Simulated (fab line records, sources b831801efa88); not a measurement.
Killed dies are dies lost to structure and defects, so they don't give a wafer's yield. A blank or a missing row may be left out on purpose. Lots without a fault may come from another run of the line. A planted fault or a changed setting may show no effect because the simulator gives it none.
fab line records | flow sky130
record lots=6 wafers=18 last_day=50
route steps=708 shown VIA4@640 METAL5@661 PASSIVATION@681 PAD_OPEN@708
lots that met no fault: from a run of the same line without faults
start_h: hours from the record's first day to the start of the lot's first wafer shown | wait_h: hours since the lot's step before | " the same as in the row above | L1.1+2: a row that stands for several wafers | - no value, or no start given | * or withheld: withheld | < > ~ a bound
route shown NAME@n: a module of which the file shows steps, and the number in the route of the first | usual: mean/standard deviation of fault-free wafers | same: alike in all rows | chamber/n: place in a boat | sites: the reading at each site | _std_site: their standard deviation | _edge_site: outer sites' mean less inner sites' | radius_mm: how far each site lies from the wafer's centre | mask NAME#n: copy n | behind: the tool/chamber that last shaped the wafer | hold: why the lot was held/for how many hours/how that ended | device: the transistor (n, p or np) that didn't switch | end of line: the same wafers' tests at the end of the route | a step without rows: its recipe alone | killed: dies lost to structure and defects at the first sort, not the wafer's yield | map: a wafer's dies, x killed, . not, _ none there
set.NAME: the setting as run; set.NAME@STEP: as run at that earlier step | model.NAME: the simulator's own value behind a step, which no gauge read
lots at some steps of the route; a table a step, a row a wafer
services: from which hour (start_h, from the record's first day; less than 0 if before it) a tool's chamber was out of use, for how many hours, and why
## steps
# step SKY_VIA4_THK_MEAS_01
# recipe reads=SiO2_of_VIA4_HDPCVD_00
# usual VIA4_HDPCVD_THK=1747/21
# columns lot.wafer tool chamber start_h wait_h VIA4_HDPCVD_THK[nm]
L984.1 film_metro-03 - 1013.47 0.1 1701
L984.2 " - " " 1724
L984.6 " - " " 1729
L992.3 film_metro-01 - 1041.39 0.1 1732
L992.4 " - " " 1753
L992.6 " - " " 1747
L994.1 film_metro-03 - 1049.49 0.1 1719
L994.3 " - " " 1763
L994.5 " - " " 1796
L998.4 film_metro-03 - 1089.39 0.0 1752
L998.5 " - " " 1759
L998.6 " - " " 1730
L102.2 film_metro-03 - 1105.40 0.1 1784
L102.5 " - " " 1781
L102.6 " - " " 1785
L104.1 film_metro-01 - 1119.52 0.1 1734
L104.4 " - " " 1768
L104.5 " - " " 1731
# step SKY_VIA4_CMP_02
# recipe material=SiO2 down_force_psi=4 platen_rpm=60 pad_velocity_m_s=0.94248
# step SKY_VIA4_BOW_MEAS_03
# recipe mode=bow
# usual VIA4_BOW=79/8.6
# columns lot.wafer tool chamber start_h wait_h VIA4_BOW[um]
L984.1 film_metro-01 - 1013.83 0.2 86
L984.2 " - " " 81
L984.6 " - " " 82
L992.3 film_metro-03 - 1041.77 0.2 76
L992.4 " - " " 95
L992.6 " - " " 86
L994.1 film_metro-03 - 1050.05 0.2 89
L994.3 " - " " 82
L994.5 " - " " 90
L998.4 film_metro-03 - 1089.78 0.3 65
L998.5 " - " " 75
L998.6 " - " " 66
L102.2 film_metro-01 - 1105.88 0.3 60
L102.5 " - " " 75
L102.6 " - " " 79
L104.1 film_metro-02 - 1119.88 0.1 82
L104.4 " - " " 79
L104.5 " - " " 80
# step SKY_VIA4_DEHYDRATE_04
# recipe temp_c=200 time_s=60
# step SKY_VIA4_HMDS_05
# recipe prime_time_s=60 prime_temp_c=120
# step SKY_VIA4_COAT_06
# recipe resist=NOVOLAK spin_rpm=3000 resist_thk_nm=1140
# step SKY_VIA4_SOFTBAKE_07
# recipe temp_c=90 time_s=60 resist=NOVOLAK
# step SKY_VIA4_EXPOSE_08
# recipe mask_id=VIM4 na=0.6 source_shape=conventional sigma_outer=0.6 polarization=unpolarized target_cd_nm=800 dose_mj=132
# step SKY_VIA4_PEB_09
# recipe temp_c=withheld time_s=* resist=NOVOLAK
# step SKY_VIA4_DEVELOP_10
# recipe resist=NOVOLAK developer=TMAH develop_time_s=60 dev_temp_c=23
# step SKY_VIA4_OVL_MEAS_11
# usual VIA4_OVL=1.0/1.8
# columns lot.wafer tool chamber start_h wait_h VIA4_OVL[nm]
L984.1 overlay-02 - 1036.84 0.1 0.3
L984.2 " - " " 0.0
L984.6 " - " " -0.2
L992.3 overlay-01 - 1064.41 0.1 -1.2
L992.4 " - " " -2.1
L992.6 " - " " -1.6
L994.1 overlay-01 - 1071.79 0.1 -0.2
L994.3 " - " " 1.4
L994.5 " - " " 1.0
L998.4 overlay-02 - 1110.21 0.1 1.0
L998.5 " - " " 0.8
L998.6 " - " " 0.8
L102.2 overlay-01 - 1124.73 0.1 4.6
L102.5 " - " " 4.4
L102.6 " - " " 4.7
L104.1 overlay-01 - 1139.49 0.1 1.4
L104.4 " - " " 1.9
L104.5 " - " " 0.7
# step SKY_VIA4_ETCH_12
# recipe target=SiO2 chemistry=C4F8/O2/Ar stop_on=TiN mask_material=NOVOLAK source_w=1500 bias_w=1200 pressure_mtorr=40 c4f8_flow_sccm=withheld O2_flow_sccm=6 Ar_flow_sccm=300 time_s=withheld target_depth_a=5800
# usual oes_product_au=0.926/0.0054
# columns lot.wafer tool chamber start_h wait_h oes_product_au
L984.1 rie_diel-01 0 1036.88 0.0 0.935
L984.2 " 2 " " 0.923
L984.6 " 0 " " 0.926
L992.3 rie_diel-03 3 1064.44 0.0 0.928
L992.4 " 1 " " 0.927
L992.6 " 0 " " 0.935
L994.1 rie_diel-03 1 1071.83 0.0 0.928
L994.3 " 0 " " 0.917
L994.5 " 3 " " 0.920
L998.4 rie_diel-04 3 1110.27 0.0 0.934
L998.5 " 0 " " 0.921
L998.6 " 2 " " 0.921
L102.2 rie_diel-01 1 1124.76 0.0 0.922
L102.5 " 0 " " 0.921
L102.6 " 1 " " 0.924
L104.1 rie_diel-03 2 1139.53 0.0 0.912
L104.4 " 3 " " 0.928
L104.5 " 3 " " 0.934
# step SKY_VIA4_STRIP_13
# recipe chemistry=O2/N2 power_w=1400 pressure_mtorr=1500 platen_temp_c=withheld o2_flow_sccm=3000 n2_flow_sccm=300 overash_fraction=0.5
# usual drypump_motor_current_A=5.5/0.45 oes_product_au=0.709/0.0043 strip_time_to_endpoint_s=12.81/0.034
# columns lot.wafer tool chamber start_h wait_h drypump_motor_current_A oes_product_au rf_hours_counter_h strip_time_to_endpoint_s
L984.1 plasma_asher-03 1 1036.95 - 4.9 0.710 28 12.80
L984.2 " 0 " " 6.0 0.704 28 12.71
L984.6 " 0 " " 6.0 0.709 - 12.81
L992.3 plasma_asher-02 0 1064.54 - 6.0 0.707 - 12.82
L992.4 " 1 " " 5.5 0.710 - 12.84
L992.6 " 0 " " 6.0 0.707 - 12.83
L994.1 plasma_asher-01 0 1071.90 - 4.9 0.718 64 12.85
L994.3 " 1 " " 5.8 0.707 - 12.81
L994.5 " 1 " " 5.8 0.716 - 12.90
L998.4 plasma_asher-03 0 1110.34 - 6.0 0.709 - 12.84
L998.5 " 0 " " 6.0 0.703 - 12.82
L998.6 " 1 " " 4.9 0.709 - 12.81
L102.2 plasma_asher-03 0 1124.83 - 6.0 0.708 37 12.80
L102.5 " 0 " " 6.0 0.713 - 12.78
L102.6 " 1 " " 5.0 0.717 - 12.82
L104.1 plasma_asher-02 0 1139.60 - 6.0 0.707 7 12.80
L104.4 " 1 " " 5.4 0.715 - 12.78
L104.5 " 1 " " 5.4 0.709 - 12.78
# step SKY_VIA4_STRIP_14
# recipe chemistry=post_etch_residue_remover time_s=1200 temp_c=72.5
# step SKY_VIA4_CLEAN_15
# recipe chemistry=IPA time_s=180 temp_c=25
# step SKY_VIA4_CLEAN_16
# recipe chemistry=O3/DIW dry=n2_spin
# step SKY_VIA4_SPUTTER_17
# recipe material=TiN target_thk_nm=20 chamber_pressure_pa=5 power_w=4000 time_s=80
# step SKY_VIA4_CVD_18
# recipe material=W target_thk_nm=505 time_s=152.14 temp_c=403.7 pressure_torr=40
# usual heater_power_w=835/79
# columns lot.wafer tool chamber start_h wait_h heater_power_w since_wet_clean_h
L984.1 cvd_w-02 0 1037.60 0.0 723 120
L984.2 " 1 " " 830 120
L984.6 " 1 " " 828 -
L992.3 cvd_w-02 0 1065.73 0.1 747 -
L992.4 " 1 " " 825 -
L992.6 " 0 " " 729 -
L994.1 cvd_w-02 1 1072.55 0.0 854 155
L994.3 " 1 " " 815 -
L994.5 " 1 " " 835 -
L998.4 cvd_w-02 1 1111.04 0.1 815 -
L998.5 " 1 " " 884 -
L998.6 " 0 " " 740 -
L102.2 cvd_w-02 1 1125.48 0.0 854 208
L102.5 " 1 " " 851 -
L102.6 " 0 " " 737 -
L104.1 cvd_w-02 1 1140.35 0.0 854 222
L104.4 " 1 " " 819 -
L104.5 " 0 " " 737 -
# step SKY_VIA4_RS_MEAS_19
# recipe thk_meas_gauge=four-point-probe reads=W_of_VIA4_CVD_18+TiN_of_VIA4_SPUTTER_17
# usual VIA4_W_RS=0.2108/0.0025
# columns lot.wafer tool chamber start_h wait_h VIA4_W_RS[ohm/sq]
L984.1 film_metro-03 - 1037.76 0.1 0.2091
L984.2 " - " " 0.2114
L984.6 " - " " 0.2106
L992.3 film_metro-03 - 1065.88 0.1 0.2116
L992.4 " - " " 0.2115
L992.6 " - " " 0.2129
L994.1 film_metro-01 - 1072.71 0.1 0.2077
L994.3 " - " " 0.2080
L994.5 " - " " 0.2084
L998.4 film_metro-02 - 1111.20 0.1 0.2072
L998.5 " - " " 0.2086
L998.6 " - " " 0.2132
L102.2 film_metro-01 - 1125.65 0.1 0.2087
L102.5 " - " " 0.2067
L102.6 " - " " 0.2131
L104.1 film_metro-03 - 1140.50 0.1 0.2082
L104.4 " - " " 0.2065
L104.5 " - " " 0.2097
# step SKY_VIA4_THK_MEAS_20
# recipe thk_meas_gauge=xrf reads=W_of_VIA4_CVD_18
# usual VIA4_W_THK=545/9
# columns lot.wafer tool chamber start_h wait_h VIA4_W_THK[nm]
L984.1 film_metro-03 - 1037.88 0.1 546
L984.2 " - " " 543
L984.6 " - " " 545
L992.3 film_metro-03 - 1065.98 0.1 534
L992.4 " - " " 536
L992.6 " - " " 530
L994.1 film_metro-01 - 1072.83 0.1 555
L994.3 " - " " 552
L994.5 " - " " 554
L998.4 film_metro-02 - 1111.29 0.1 561
L998.5 " - " " 557
L998.6 " - " " 549
L102.2 film_metro-01 - 1125.76 0.1 554
L102.5 " - " " 564
L102.6 " - " " 550
L104.1 film_metro-03 - 1140.62 0.1 550
L104.4 " - " " 550
L104.5 " - " " 546
# step SKY_VIA4_CMP_21
# recipe stop_on=SiO2 t_overpolish_s=25 down_force_psi=3.5 platen_rpm=60 target_thk_nm=0 pad_velocity_m_s=0.94248
# step SKY_METAL5_SPUTTER_00
# recipe material=Ti target_thk_nm=15 power_w=3000 time_s=10 chamber_pressure_pa=0.4
# usual throttle_valve_pct=30.2/1.1
# columns lot.wafer tool chamber start_h wait_h throttle_valve_pct
L984.1 pvd_sputter-04 - 1038.24 0.2 30.2
L984.2 " - " " 30.8
L984.6 " - " " 30.1
L992.3 pvd_sputter-03 - 1066.32 0.2 28.5
L992.4 " - " " 29.8
L992.6 " - " " 28.5
L994.1 pvd_sputter-03 - 1073.19 0.1 30.3
L994.3 " - " " 31.7
L994.5 " - " " 31.8
L998.4 pvd_sputter-04 - 1111.63 0.3 30.7
L998.5 " - " " 29.8
L998.6 " - " " 30.8
L102.2 pvd_sputter-04 - 1126.17 0.2 30.8
L102.5 " - " " 30.7
L102.6 " - " " 30.4
L104.1 pvd_sputter-03 - 1141.07 0.3 31.9
L104.4 " - " " 29.9
L104.5 " - " " 28.6
# step SKY_METAL5_SPUTTER_01
# recipe material=TiN target_thk_nm=20 power_w=6500 time_s=16.7 chamber_pressure_pa=0.4
# usual throttle_valve_pct=30.2/1
# columns lot.wafer tool chamber start_h wait_h throttle_valve_pct
L984.1 pvd_sputter-04 - 1038.26 0.0 30.4
L984.2 " - " " 31.0
L984.6 " - " " 30.3
L992.3 pvd_sputter-03 - 1066.34 0.0 28.6
L992.4 " - " " 29.7
L992.6 " - " " 28.7
L994.1 pvd_sputter-03 - 1073.21 0.0 30.3
L994.3 " - " " 31.7
L994.5 " - " " 32.0
L998.4 pvd_sputter-04 - 1111.66 0.0 30.6
L998.5 " - " " 29.9
L998.6 " - " " 30.8
L102.2 pvd_sputter-04 - 1126.20 0.0 30.8
L102.5 " - " " 30.8
L102.6 " - " " 30.3
L104.1 pvd_sputter-03 - 1141.09 0.0 31.6
L104.4 " - " " 29.9
L104.5 " - " " 28.7
# step SKY_METAL5_SPUTTER_02
# recipe material=AlCu target_thk_nm=1150 power_w=10600 time_s=61.2 chamber_pressure_pa=0.4
# step SKY_METAL5_SPUTTER_03
# recipe material=Ti target_thk_nm=5 power_w=3000 time_s=3.3 chamber_pressure_pa=0.4
# step SKY_METAL5_SPUTTER_04
# recipe material=TiN target_thk_nm=70 power_w=6500 time_s=58.3 chamber_pressure_pa=0.4
# step SKY_METAL5_RS_MEAS_05
# recipe thk_meas_gauge=four-point-probe reads=TiN_of_METAL5_SPUTTER_04+Ti_of_METAL5_SPUTTER_03+AlCu_of_METAL5_SPUTTER_02+TiN_of_METAL5_SPUTTER_01+Ti_of_METAL5_SPUTTER_00
# usual METAL5_ALCU_RS=0.0270/0.00043
# columns lot.wafer tool chamber start_h wait_h METAL5_ALCU_RS[ohm/sq]
L984.1 film_metro-04 - 1038.40 0.0 0.0267
L984.2 " - " " 0.0272
L984.6 " - " " 0.0269
L992.3 film_metro-03 - 1066.52 0.1 0.0275
L992.4 " - " " 0.0274
L992.6 " - " " 0.0278
L994.1 film_metro-04 - 1073.35 0.0 0.0268
L994.3 " - " " 0.0265
L994.5 " - " " 0.0267
L998.4 film_metro-03 - 1111.85 0.1 0.0265
L998.5 " - " " 0.0266
L998.6 " - " " 0.0267
L102.2 film_metro-02 - 1126.36 0.0 0.0272
L102.5 " - " " 0.0266
L102.6 " - " " 0.0264
L104.1 film_metro-03 - 1141.23 0.0 0.0275
L104.4 " - " " 0.0278
L104.5 " - " " 0.0279
# step SKY_METAL5_THK_MEAS_06
# recipe thk_meas_gauge=xrf reads=AlCu_of_METAL5_SPUTTER_02
# usual METAL5_ALCU_THK=1131/18
# columns lot.wafer tool chamber start_h wait_h METAL5_ALCU_THK[nm]
L984.1 film_metro-04 - 1038.52 0.1 1150
L984.2 " - " " 1127
L984.6 " - " " 1130
L992.3 film_metro-03 - 1066.62 0.1 1112
L992.4 " - " " 1114
L992.6 " - " " 1106
L994.1 film_metro-04 - 1073.47 0.1 1138
L994.3 " - " " 1153
L994.5 " - " " 1143
L998.4 film_metro-03 - 1111.94 0.1 1151
L998.5 " - " " 1144
L998.6 " - " " 1143
L102.2 film_metro-02 - 1126.47 0.1 1116
L102.5 " - " " 1143
L102.6 " - " " 1155
L104.1 film_metro-03 - 1141.35 0.1 1112
L104.4 " - " " 1101
L104.5 " - " " 1100
# step SKY_METAL5_DEHYDRATE_07
# recipe temp_c=200 time_s=60
# step SKY_METAL5_HMDS_08
# recipe prime_time_s=60 prime_temp_c=120
# step SKY_METAL5_COAT_09
# recipe resist=NOVOLAK spin_rpm=3000 resist_thk_nm=1800
# step SKY_METAL5_SOFTBAKE_10
# recipe temp_c=90 time_s=60 resist=NOVOLAK
# step SKY_METAL5_EXPOSE_11
# recipe mask_id=MM5 na=0.6 source_shape=conventional sigma_outer=0.6 polarization=unpolarized target_cd_nm=1600 dose_mj=190
# step SKY_METAL5_PEB_12
# recipe temp_c=withheld time_s=* resist=NOVOLAK
# step SKY_METAL5_DEVELOP_13
# recipe resist=NOVOLAK developer=TMAH develop_time_s=60 dev_temp_c=23
# step SKY_METAL5_DESCUM_14
# recipe chemistry=O2 source_power_w=150 bias_power_w=0 pressure_mtorr=10 temp_c=40 time_s=11
# usual drypump_motor_current_A=5.8/0.45 oes_product_au=1.003/0.015
# columns lot.wafer tool chamber start_h wait_h drypump_motor_current_A oes_product_au rf_hours_counter_h
L984.1 rie_metal-02 0 1060.27 0.1 5.9 1.008 11
L984.2 " 1 " " 6.0 1.027 18
L984.6 " 1 " " 6.0 1.012 -
L992.3 rie_metal-02 0 1088.60 0.1 5.9 1.003 -
L992.4 " 1 " " 6.0 1.013 -
L992.6 " 1 " " 6.0 1.014 -
L994.1 rie_metal-04 1 1095.57 0.1 6.0 1.005 20
L994.3 " 0 " " 4.8 0.999 -
L994.5 " 0 " " 4.8 0.990 -
L998.4 rie_metal-03 0 1131.42 0.1 5.7 0.994 -
L998.5 " 1 " " 6.1 1.028 -
L998.6 " 0 " " 5.7 0.994 -
L102.2 rie_metal-03 1 1145.54 0.1 6.1 1.022 23
L102.5 " 1 " " 6.1 1.023 -
L102.6 " 0 " " 5.7 0.997 -
L104.1 rie_metal-03 1 1159.46 0.1 6.1 1.021 24
L104.4 " 1 " " 6.1 1.018 -
L104.5 " 0 " " 5.7 0.985 -
# step SKY_METAL5_METAL_ETCH_15
# recipe target_depth_a=12600 stop_on=SiO2 over_etch_frac=0.2 time_s=252 chemistry=Cl2/BCl3 resist_sidewall_deg=86 pressure_mtorr=10 icp_w=900 bias_w=48.5 Cl2_flow_sccm=60 bcl3_flow_sccm=30
# step SKY_METAL5_STRIP_16
# recipe chemistry=O2/N2 power_w=1400 pressure_mtorr=1500 platen_temp_c=withheld o2_flow_sccm=3000 n2_flow_sccm=300 overash_fraction=0.5
# step SKY_METAL5_STRIP_17
# recipe chemistry=post_etch_residue_remover time_s=1200 temp_c=72.5
# step SKY_METAL5_CLEAN_18
# recipe chemistry=IPA time_s=180 temp_c=25
# step SKY_METAL5_CLEAN_19
# recipe chemistry=O3/DIW dry=n2_spin
# step SKY_PASSIVATION_CVD_00
# recipe material=SiO2 target_thk_nm=90 temp_c=400 time_s=withheld rf_w=600
# step SKY_PAD_OPEN_PROBE_99
# usual defect_limited_yield=82.4/1.9 killed_at_M0_to_M3=45/7.5 killed_at_M4_up=2.8/1.9 killed_at_contacts=25/5.5 killed_at_front_end=14/4 killed_at_other=0.3/0.75 killed_dies=87/9.4 killed_open=47/6.6 killed_short=39/6.6 sort_bin_3_pad_short=0.9/0.39 sort_bin_5_function=10.4/1.5 sort_bin_6_memory=6.3/1.2 sort_n_pass=405/9.4 sort_yield_pct=82.4/1.9
# same gross_dies=492 killed_at_back_side=0 sort_bin_4_leakage[%]=0 sort_bin_8_speed[%]=0
# columns lot.wafer tool chamber start_h wait_h defect_limited_yield[%] killed_at_M0_to_M3 killed_at_M4_up killed_at_contacts killed_at_front_end killed_at_other killed_dies killed_open killed_short sort_bin_3_pad_short[%] sort_bin_5_function[%] sort_bin_6_memory[%] sort_n_pass sort_yield_pct[%] model.etest.tester.sort_n_pass model.etest.tester.sort_yield_pct model.etest.tester.sort_bin_5_pct model.etest.tester.sort_bin_3_pct
L984.1 prober-02 - 1106.70 0.1 83.3 43 2 26 11 0 82 48 34 0.4 10.0 6.3 410 83.3 410 83.33 9.959 0.4065
L984.2 prober-02 - 1106.75 0.1 84.8 41 3 26 5 0 75 37 38 0.6 9.6 5.1 417 84.8 417 84.76 9.553 0.6098
L984.6 prober-02 - 1106.95 0.2 82.5 48 0 23 15 0 86 52 34 0.6 9.3 7.5 406 82.5 406 82.52 9.35 0.6098
L992.3 prober-02 - 1133.53 0.2 81.7 44 6 25 15 0 90 47 43 1.8 10.2 6.3 402 81.7 402 81.71 10.16 1.829
L992.4 prober-02 - 1133.58 0.2 81.1 47 3 23 19 1 93 48 45 1.0 10.6 7.3 399 81.1 399 81.1 10.57 1.016
L992.6 prober-02 - 1133.68 0.2 83.3 43 1 23 15 0 82 48 34 0.6 10.8 5.3 410 83.3 410 83.33 10.77 0.6098
L994.1 prober-01 - 1138.62 0.1 82.1 44 2 24 18 0 88 46 42 0.6 10.6 6.7 404 82.1 404 82.11 10.57 0.6098
L994.3 prober-01 - 1138.72 0.2 82.1 49 1 21 17 0 88 50 38 0.4 10.4 7.1 404 82.1 404 82.11 10.37 0.4065
L994.5 prober-01 - 1138.82 0.2 77.2 61 1 26 23 1 112 66 46 1.4 14.2 7.1 380 77.2 380 77.24 14.23 1.423
L998.4 prober-01 - 1171.38 0.2 76.6 51 31 22 9 2 115 53 32 0.8 15.4 7.1 377 76.6 377 76.63 15.45 0.813
L998.5 prober-01 - 1171.43 0.2 77.4 48 28 23 12 0 111 40 45 1.8 13.6 7.1 381 77.4 381 77.44 13.62 1.829
L998.6 prober-01 - 1171.48 0.2 76.0 46 26 35 11 0 118 46 47 2.2 15.0 6.7 374 76.0 374 76.02 15.04 2.236
L102.2 prober-01 - 1184.93 0.1 78.9 32 25 26 20 1 104 53 28 1.4 11.6 8.1 388 78.9 388 78.86 11.59 1.423
L102.5 prober-01 - 1185.08 0.2 78.9 41 28 20 15 0 104 48 30 2.6 12.0 6.5 388 78.9 388 78.86 11.99 2.642
L102.6 prober-01 - 1185.13 0.2 78.0 46 28 19 15 0 108 37 46 2.4 12.2 7.3 384 78.0 384 78.05 12.2 2.439
L104.1 prober-02 - 1196.17 0.1 81.1 46 2 29 16 0 93 41 52 1.4 10.0 7.5 399 81.1 399 81.1 9.959 1.423
L104.4 prober-02 - 1196.32 0.2 82.1 48 0 28 12 0 88 57 31 0.8 12.0 5.1 404 82.1 404 82.11 11.99 0.813
L104.5 prober-02 - 1196.37 0.2 81.5 43 4 31 12 1 91 46 45 0.6 10.8 7.1 401 81.5 401 81.5 10.77 0.6098
# killed by level:class
L984.1 CONTACT:geometric_particle:open=10 VIA1:geometric_particle:open=10 VIA3:geometric_particle:open=8 LI_CONTACT:geometric_particle:open=7 CONTACT:geometric_particle:short=5 VIA2:geometric_particle:open=5 VIA3:geometric_particle:short=5 METAL1:geometric_particle:short=4
L984.2 CONTACT:geometric_particle:open=10 VIA1:geometric_particle:open=6 METAL3:geometric_particle:short=6 LI_CONTACT:geometric_particle:open=5 LOCAL_INTERCONNECT:geometric_particle:short=4 CONTACT:geometric_particle:short=4 METAL1:geometric_particle:short=4 METAL2:geometric_particle:short=4
L984.6 VIA1:geometric_particle:open=19 CONTACT:geometric_particle:open=7 VIA3:geometric_particle:open=6 CONTACT:geometric_particle:short=6 METAL2:geometric_particle:short=6 FIELD_ISO:geometric_particle:open=5 LI_CONTACT:geometric_particle:open=5 METAL3:geometric_particle:short=4
L992.3 VIA1:geometric_particle:open=13 CONTACT:geometric_particle:open=10 VIA3:geometric_particle:open=9 CONTACT:geometric_particle:short=6 LOCAL_INTERCONNECT:geometric_particle:short=5 METAL2:geometric_particle:short=5 METAL1:geometric_particle:short=4 VIA1:geometric_particle:short=4
L992.4 VIA1:geometric_particle:open=10 LI_CONTACT:geometric_particle:open=9 METAL1:geometric_particle:short=9 POLY_GATE:geometric_particle:short=7 CONTACT:geometric_particle:open=6 VIA3:geometric_particle:open=6 METAL2:geometric_particle:short=6 VIA2:geometric_particle:open=5
L992.6 VIA1:geometric_particle:open=10 CONTACT:geometric_particle:open=8 LI_CONTACT:geometric_particle:open=7 VIA2:geometric_particle:open=7 METAL2:geometric_particle:short=7 VIA1:geometric_particle:short=6 POLY_GATE:geometric_particle:open=5 FIELD_ISO:geometric_particle:open=4
L994.1 LI_CONTACT:geometric_particle:open=9 VIA1:geometric_particle:open=8 VIA3:geometric_particle:open=7 LOCAL_INTERCONNECT:geometric_particle:short=6 METAL1:geometric_particle:short=5 CONTACT:geometric_particle:open=5 FIELD_ISO:geometric_particle:short=4 SPACER:geometric_particle:open=4
L994.3 VIA1:geometric_particle:open=10 METAL1:geometric_particle:short=8 CONTACT:geometric_particle:open=8 VIA3:geometric_particle:open=8 FIELD_ISO:geometric_particle:open=6 CONTACT:geometric_particle:short=6 VIA2:geometric_particle:open=6 METAL2:geometric_particle:short=5
L994.5 VIA1:geometric_particle:open=17 FIELD_ISO:geometric_particle:open=10 CONTACT:geometric_particle:open=9 LI_CONTACT:geometric_particle:open=8 METAL1:geometric_particle:short=7 METAL2:geometric_particle:short=7 VIA3:geometric_particle:open=7 CONTACT:geometric_particle:short=5
L998.4 VIA4:unspecified=30 VIA3:geometric_particle:open=11 VIA1:geometric_particle:open=10 CONTACT:geometric_particle:open=10 VIA2:geometric_particle:open=8 LI_CONTACT:geometric_particle:open=6 VIA3:geometric_particle:short=5 METAL3:geometric_particle:short=5
L998.5 VIA4:unspecified=26 VIA1:geometric_particle:open=11 METAL1:geometric_particle:short=9 METAL2:geometric_particle:short=8 VIA2:geometric_particle:open=7 FIELD_ISO:geometric_particle:short=6 LI_CONTACT:geometric_particle:short=5 LI_CONTACT:geometric_particle:open=5
L998.6 VIA4:unspecified=25 CONTACT:geometric_particle:open=13 VIA2:geometric_particle:open=11 VIA1:geometric_particle:open=7 LOCAL_INTERCONNECT:geometric_particle:short=6 CONTACT:geometric_particle:short=6 LI_CONTACT:geometric_particle:open=5 METAL1:geometric_particle:short=5
L102.2 VIA4:unspecified=23 CONTACT:geometric_particle:open=16 FIELD_ISO:geometric_particle:open=9 VIA3:geometric_particle:open=8 VIA1:geometric_particle:open=8 LOCAL_INTERCONNECT:geometric_particle:short=4 VIA1:geometric_particle:short=4 POLY_GATE:geometric_particle:open=3
L102.5 VIA4:unspecified=26 CONTACT:geometric_particle:open=8 VIA1:geometric_particle:open=7 VIA2:geometric_particle:open=7 VIA3:geometric_particle:open=7 LI_CONTACT:geometric_particle:open=6 VIA1:geometric_particle:short=6 METAL2:geometric_particle:short=6
L102.6 VIA4:unspecified=25 VIA1:geometric_particle:open=9 VIA3:geometric_particle:short=8 CONTACT:geometric_particle:open=7 METAL1:geometric_particle:short=7 VIA1:geometric_particle:short=6 VIA3:geometric_particle:open=5 FIELD_ISO:geometric_particle:open=4
L104.1 CONTACT:geometric_particle:open=13 METAL2:geometric_particle:short=9 VIA1:geometric_particle:open=7 VIA2:geometric_particle:short=7 CONTACT:geometric_particle:short=6 POLY_GATE:geometric_particle:short=5 VIA3:geometric_particle:open=5 POLY_GATE:geometric_particle:open=4
L104.4 CONTACT:geometric_particle:open=15 VIA1:geometric_particle:open=11 VIA3:geometric_particle:open=10 METAL1:geometric_particle:short=8 LI_CONTACT:geometric_particle:open=6 VIA2:geometric_particle:open=6 VIA1:geometric_particle:short=4 POLY_GATE:geometric_particle:open=3
L104.5 CONTACT:geometric_particle:open=12 VIA1:geometric_particle:open=8 VIA3:geometric_particle:open=8 LI_CONTACT:geometric_particle:open=7 VIA1:geometric_particle:short=7 LOCAL_INTERCONNECT:geometric_particle:short=5 VIA2:geometric_particle:short=5 POLY_GATE:geometric_particle:short=4
# map L998.6 (x killed, . not)
__________x...x..xxx_________
________.....xx...xxxx_______
______.........xx.xxxxxx_____
_____.x..xxx......xxxxxxx____
____...x...x......x.x.xxx.___
___..x.x.........xxx.x.....__
__.................xx..x...._
_....x..x....x......x..x.x...
_x...xx..................x...
_...x....x....x......x.....xx
_.xxx.....xx....xx..x........
_...x....x.....xx.x...x......
_x.........x.x....xx.......xx
_xx.....x.x.........x......x.
_.......x...........x........
__.....x.x...x..x...x......x_
___.........x.x............__
____xx...........x....x...___
_____x.x..............x.x____
______x.x....x.....x..x._____
________....x..x.....x_______
__________..x....x.x_________
# map L102.6 (x killed, . not)
__________...x....xx_________
________......xx.xxxxx_______
______x.x........xxxxxxx_____
_____..x..x.....x.xxxxxxx____
____x......x.x....x..xxxx.___
___....xx...x.......xx.x...__
__......xxx...x......x.....x_
_....x......................x
_.xx.........x........xx.....
_....x.................xx....
_x.....x...........x.........
_x......x..x.x........xxxx...
_....x............x....x...x.
_.x..x...x.........xx........
_.x.x...x....x....x........x.
__...........x.......x..x..x_
___x....x...........x..x...__
____..xx.x............x.xx___
_____..x..xxxx........x..____
______...xx.........x..._____
________.............._______
__________.........._________
## services
# columns tool chamber start_h hours kind
rie_diel-04 - 1023.91 0.6 repair
rie_metal-04 1 1034.51 11.9 repair
plasma_asher-02 - 1035.77 0.6 repair
pvd_sputter-03 1 1041.39 - consumable_replace:kit
pvd_sputter-03 1 1041.39 18.0 scheduled_down
pvd_sputter-03 1 1041.39 18.0 vent_cycle
rie_diel-03 3 1042.41 5.7 repair
rie_diel-04 - 1045.87 2.8 pm
plasma_asher-02 - 1055.25 9.0 pm
rie_metal-02 - 1055.53 0.8 repair
rie_diel-04 3 1060.60 6.8 repair
rie_diel-03 2 1071.25 16.5 repair
rie_metal-03 - 1079.78 1.6 repair
pvd_sputter-04 2 1098.75 - consumable_replace:kit
pvd_sputter-04 2 1098.75 18.0 scheduled_down
plasma_asher-01 - 1103.47 2.3 repair
rie_diel-04 1 1107.01 4.8 repair
rie_diel-01 2 1107.96 10.3 repair
rie_metal-04 0 1113.79 25.7 repair
plasma_asher-03 - 1118.20 4.5 repair
rie_diel-04 0 1126.12 13.0 repair
pvd_sputter-04 - 1139.41 5.3 repair
pvd_sputter-04 - 1140.27 3.9 repair
plasma_asher-01 - 1147.46 1.5 repair
## key
first_sign step=SKY_PAD_OPEN_PROBE_99 reading=killed_at_M4_up direction=up sigmas=13 usual=2.8 struck=27.7
effect step=SKY_PAD_OPEN_PROBE_99 reading=sort_bin_3_pad_short direction=up sigmas=2.6 usual=0.9 struck=1.9 wafers_moved=3
model_effect step=SKY_PAD_OPEN_PROBE_99 value=etest.tester.sort_n_pass without=405 struck=382
met_at SKY_VIA4_STRIP_13
struck_wafers L998.4,L998.5,L998.6,L102.2,L102.5,L102.6
onset_between 1036.95 1110.34
also_fits SKY_METAL5_SPUTTER_00:pvd_sputter-04,SKY_METAL5_SPUTTER_01:pvd_sputter-04
fault kind=chamber_particle_source tool=plasma_asher-03 chamber=- onset_h=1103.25 steps=SKY_VIA4_STRIP_13 rate_per_visit_cm2=0.59994 end_h=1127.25
